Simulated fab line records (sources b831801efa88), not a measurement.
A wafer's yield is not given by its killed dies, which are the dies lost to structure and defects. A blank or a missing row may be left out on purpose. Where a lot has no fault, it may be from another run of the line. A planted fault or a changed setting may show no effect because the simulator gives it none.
8D (eight disciplines) problem report, filled in by code ; flow sky130 ; the parts of the form that need people (team, actions taken, sign-off) are left out

1. WHAT WENT WRONG
On 2 wafers of 1 lot, bias w at SKY_LOCAL_INTERCONNECT_METAL_ETCH_14 has a mean of 65.07 W; fault-free wafers read 48.52 W, standard deviation 0.12. That is +99 or more standard deviations from the usual mean.
The step: etches TiN in Cl2/BCl3, stops on PSG, target depth 110 nm, time 31.4 s.
Earliest sighting: wafer L383.2 on rie metal-03 at day 32 06:10. Wafers with a number at this step in the record: 39, from 13 lots. Rule for "out" (also "out of limits"): further than 4 standard deviations from the usual mean. All remaining wafers that have a number are taken as sound.

2. WHAT IT IS; WHAT IT IS NOT
question;is;is not
which readings at this step;bias w;drypump motor current A, oes product au
which lots;L383;L379, L380, L381, L382, L393, L394, L395, L396, L398, L399, L400, L401
which wafers of those lots;L383.2, L383.4;L383.1
read on which tools;rie metal-03;rie metal-01, rie metal-04
when;from day 32 06:10;"up to then (13 sound wafers); but 24 sound wafers of L393, L394, L395, L396, L398, L399, L400, L401 came after"

3. SUSPECTS, AND WHAT RULES EACH OUT
Counting: any tool at a process step up to the reading remains a suspect provided it ran every lot that is out. Sound lots after the first of them don't rule it out here, since some wafers of a struck lot are sound.
- cmp-02 at SKY_LI_CONTACT_CMP_24 (polishes, stops on PSG, t overpolish 20 s, target thk 0 nm): kept. L383, the lot that is out, went through it at day 31 02:50; up to then, the latest sound lot through it was L382 at day 30 15:31.
- rie metal-03 at SKY_LOCAL_INTERCONNECT_METAL_ETCH_14 (etches TiN in Cl2/BCl3, stops on PSG, target depth 110 nm, time 31.4 s): kept. L383, the lot that is out, went through it at day 32 06:10; up to then, the latest sound lot through it was L381 at day 31 16:49. Its own readings are out on those wafers: bias w.
- Within cmp-02 at SKY_LI_CONTACT_CMP_24: the wafers that are out ran in chambers 0, 3; their sound lot-mates ran in chamber 1.
- At SKY_LOCAL_INTERCONNECT_METAL_ETCH_14 on rie metal-03, chamber 0 took the sound wafers of the same lots and chamber 1 took the wafers that are out.
After counting, cmp-02 at SKY_LI_CONTACT_CMP_24 and rie metal-03 at SKY_LOCAL_INTERCONNECT_METAL_ETCH_14 remain.

4. THE CAUSE (what the simulator had put in)
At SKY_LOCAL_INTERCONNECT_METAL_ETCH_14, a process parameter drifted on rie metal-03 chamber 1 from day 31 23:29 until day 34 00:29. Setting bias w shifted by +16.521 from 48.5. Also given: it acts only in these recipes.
Of the 2 suspects that counting leaves, this tool is one.

5. THE CHAIN OF EFFECTS, in route order
Rows list readings where the struck wafers' mean (over those with a number) sits beyond 3 standard deviations from the usual. Only readings whose record carries a usual standard deviation are examined. hours: median over the lots of the time between each lot's start at the first step of this table that gives one and its start at this step. sigmas: the change, counted in usual standard deviations.
hours;step;reading;usual;on struck wafers;change;sigmas
0;SKY_LOCAL_INTERCONNECT_METAL_ETCH_14;bias w;48.52 W;65.07;+16.55;+99 or more
It contains these process steps:
- SKY_LOCAL_INTERCONNECT_METAL_ETCH_14: etches TiN in Cl2/BCl3, stops on PSG, target depth 110 nm, time 31.4 s.
At these later measuring or inspecting steps, every struck wafer for which the step has a row has a number for every such reading, and none has moved that far: SKY_CONTACT_THK_MEAS_01.

6. HOW IT WOULD HAVE BEEN CAUGHT EARLIER
The fault began at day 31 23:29; the first out-of-limits reading in this record came at day 32 06:10, 7 hours later.
